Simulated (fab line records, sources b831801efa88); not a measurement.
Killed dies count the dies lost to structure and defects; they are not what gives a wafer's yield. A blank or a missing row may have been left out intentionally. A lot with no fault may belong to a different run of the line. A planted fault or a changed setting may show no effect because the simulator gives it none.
Which tool is to blame? + flow sky130 + Sampling: 14 lots, 42 wafers, 5 of 708 route steps

## WHAT THE GAUGES READ, wafer by wafer
SKY_SONOS_TUNNEL_OVL_MEAS_08. Usual: SONOS_TUNNEL_OVL 0.3 nm, standard deviation 1.5.
| lot  | measured     | on         | SONOS_TUNNEL_OVL (nm) | flag |
|------|--------------|------------|-----------------------|------|
| L947 | day 12 04:10 | overlay-01 | 0.3 0.2 1.8           |      |
| L946 | day 12 07:17 | overlay-02 | 0.8 0.7 2.7           |      |
| L945 | day 12 08:57 | overlay-02 | 0.7 -0.3 0.5          |      |
| L948 | day 12 11:22 | overlay-02 | 0.1 -0.7 1.1          |      |
| L949 | day 13 00:02 | overlay-01 | 0.6 0.4 2.1           |      |
| L951 | day 13 13:54 | overlay-01 | -1.5 -2.0 -0.5        |      |
| L950 | day 13 13:58 | overlay-01 | -1.2 0.1 -0.9         |      |
| L955 | day 14 12:32 | overlay-01 | 2.3 3.5 2.2           |      |
| L954 | day 14 12:35 | overlay-01 | -2.0 -2.7 -2.5        |      |
| L960 | day 16 01:02 | overlay-01 | 0.3 0.5 1.1           |      |
| L961 | day 16 19:59 | overlay-02 | 2.3 1.4 2.9           |      |
| L965 | day 17 23:45 | overlay-01 | 1.4 2.2 2.7           |      |
| L967 | day 18 17:05 | overlay-02 | -1.9 -0.8 -0.9        |      |
| L968 | day 19 02:29 | overlay-02 | 3.1 2.2 1.2           |      |

SKY_LDD_HVN_OVL_MEAS_07. Usual: LDD_HVN_OVL 0.3 nm, standard deviation 1.5.
| lot  | measured     | on         | LDD_HVN_OVL (nm)  | flag |
|------|--------------|------------|-------------------|------|
| L947 | day 21 12:38 | overlay-02 | 0.1 0.4 -0.6      |      |
| L946 | day 21 11:48 | overlay-02 | 0.2 0.5 1.4       |      |
| L945 | day 21 11:08 | overlay-02 | 1.8 1.9 1.3       |      |
| L948 | day 21 12:07 | overlay-02 | 3.4 2.6 3.6       |      |
| L949 | day 23 15:58 | overlay-01 | 0.5 0.6 0.4       |      |
| L951 | day 23 16:15 | overlay-01 | 1.2 1.9 1.7       |      |
| L950 | day 23 17:13 | overlay-02 | -2.9 -2.5 -1.1    |      |
| L955 | day 24 05:46 | overlay-01 | -79.7 -80.7 -80.1 | OFF  |
| L954 | day 24 07:34 | overlay-01 | -82.3 -83.3 -80.8 | OFF  |
| L960 | day 25 17:11 | overlay-02 | 0.6 -1.1 -0.1     |      |
| L961 | day 26 08:43 | overlay-02 | -0.6 -0.6 -1.2    |      |
| L965 | day 27 13:44 | overlay-02 | 1.5 -0.6 1.1      |      |
| L967 | day 28 08:21 | overlay-02 | -2.1 -2.1 -2.1    |      |
| L968 | day 28 13:53 | overlay-02 | 0.4 0.7 -0.7      |      |

SKY_SD_N_OVL_MEAS_08. Usual: SD_N_OVL 1.0 nm, standard deviation 1.7.
| lot  | measured     | on         | SD_N_OVL (nm)  | flag |
|------|--------------|------------|----------------|------|
| L947 | day 29 02:49 | overlay-01 | 1.2 0.2 0.9    |      |
| L946 | day 29 00:56 | overlay-02 | -1.6 -2.1 -1.9 |      |
| L945 | day 28 23:45 | overlay-01 | 0.7 1.3 0.6    |      |
| L948 | day 29 01:47 | overlay-01 | 3.4 4.4 3.3    |      |
| L949 | day 31 03:11 | overlay-02 | 1.4 3.0 2.6    |      |
| L951 | day 31 04:37 | overlay-01 | -0.2 -0.7 -1.4 |      |
| L950 | day 31 03:29 | overlay-02 | 4.4 3.7 4.6    |      |
| L955 | day 31 14:39 | overlay-01 | 0.8 2.4 1.8    |      |
| L954 | day 31 16:23 | overlay-02 | -0.8 0.9 0.4   |      |
| L960 | day 32 20:32 | overlay-02 | -2.2 -2.3 -2.2 |      |
| L961 | day 33 10:47 | overlay-02 | 0.2 2.0 -1.5   |      |
| L965 | day 34 13:41 | overlay-02 | 1.2 0.5 1.5    |      |
| L967 | day 35 06:20 | overlay-01 | 3.4 2.1 1.8    |      |
| L968 | day 35 12:41 | overlay-02 | 2.7 1.7 1.1    |      |

SKY_LOCAL_INTERCONNECT_OVL_MEAS_12. Usual: LOCAL_INTERCONNECT_OVL -2 nm, standard deviation 6.
| lot  | measured     | on         | LOCAL_INTERCONNECT_OVL (nm) | flag |
|------|--------------|------------|-----------------------------|------|
| L947 | day 31 13:59 | overlay-02 | -1 2 -1                     |      |
| L946 | day 31 12:29 | overlay-02 | -4 7 -4                     |      |
| L945 | day 31 10:09 | overlay-02 | -2 -2 -3                    |      |
| L948 | day 31 13:38 | overlay-01 | 1 2 -3                      |      |
| L949 | day 33 11:56 | overlay-01 | -1 -7 -4                    |      |
| L951 | day 33 14:02 | overlay-02 | -5 -10 -14                  |      |
| L950 | day 33 13:32 | overlay-02 | -3 -7 -8                    |      |
| L955 | day 33 23:35 | overlay-01 | -2 -7 1                     |      |
| L954 | day 34 00:57 | overlay-02 | 0 4 -2                      |      |
| L960 | day 35 05:20 | overlay-01 | 0 -6 4                      |      |
| L961 | day 35 19:20 | overlay-01 | 9 9 2                       |      |
| L965 | day 36 21:56 | overlay-01 | 0 -6 -2                     |      |
| L967 | day 37 13:56 | overlay-01 | -5 -3 -4                    |      |
| L968 | day 37 19:14 | overlay-02 | 4 2 2                       |      |

## WHICH TOOL RAN EACH LOT (tool, then ch and the chambers of the sampled wafers, then the start)
| lot  | SKY_LDD_HVN_EXPOSE_04               |
|------|-------------------------------------|
| L947 | iline stepper-01 ch 0, day 20 21:54 |
| L946 | iline stepper-01 ch 0, day 20 20:31 |
| L945 | iline stepper-01 ch 0, day 20 19:40 |
| L948 | iline stepper-02 ch 0, day 20 21:35 |
| L949 | iline stepper-01 ch 0, day 23 00:46 |
| L951 | iline stepper-01 ch 0, day 23 01:01 |
| L950 | iline stepper-01 ch 0, day 23 02:31 |
| L955 | iline stepper-01 ch 0, day 23 15:12 |
| L954 | iline stepper-01 ch 0, day 23 16:56 |
| L960 | iline stepper-02 ch 0, day 25 02:40 |
| L961 | iline stepper-02 ch 0, day 25 19:00 |
| L965 | iline stepper-02 ch 0, day 27 00:16 |
| L967 | iline stepper-02 ch 0, day 27 17:28 |
| L968 | iline stepper-02 ch 0, day 27 23:29 |
- SKY_LDD_HVN_EXPOSE_04: exposes mask HVNTM, target cd 700 nm.

## WHAT THE TOOLS THEMSELVES READ (means of the sampled wafers that have a number; where no wafer has one, the mark that the record gives instead)
The record holds no such reading with a usual standard deviation.

## THE ANSWER, worked out from the rows above alone
Rule: a lot is off if the mean of its wafers that have a number lies more than 3 standard deviations from the usual mean. A lot without any number at a reading at which 4 lots or more have one is off too. Any other lot the step has rows for is counted as sound. The gauges are gone through in route order, then the tools' own readings, and for those a lot's mean is taken as printed above. At the first step where some lot is off, the reading lying furthest off is the one used; lots without a number count as furthest.
Off: L955, L954, at SKY_LDD_HVN_OVL_MEAS_07 (LDD_HVN_OVL).
If a tool, at a process step before that reading, ran all the lots that are off and no sound lot after the first of them, it fits. Gauges at SKY_LDD_HVN_OVL_MEAS_07: tried the same way as those tools. This does not decide it: 2 tools fit, namely iline stepper-01 at SKY_LDD_HVN_EXPOSE_04 and overlay-01 at SKY_LDD_HVN_OVL_MEAS_07.

## WHAT THE SIMULATOR HAD INSERTED
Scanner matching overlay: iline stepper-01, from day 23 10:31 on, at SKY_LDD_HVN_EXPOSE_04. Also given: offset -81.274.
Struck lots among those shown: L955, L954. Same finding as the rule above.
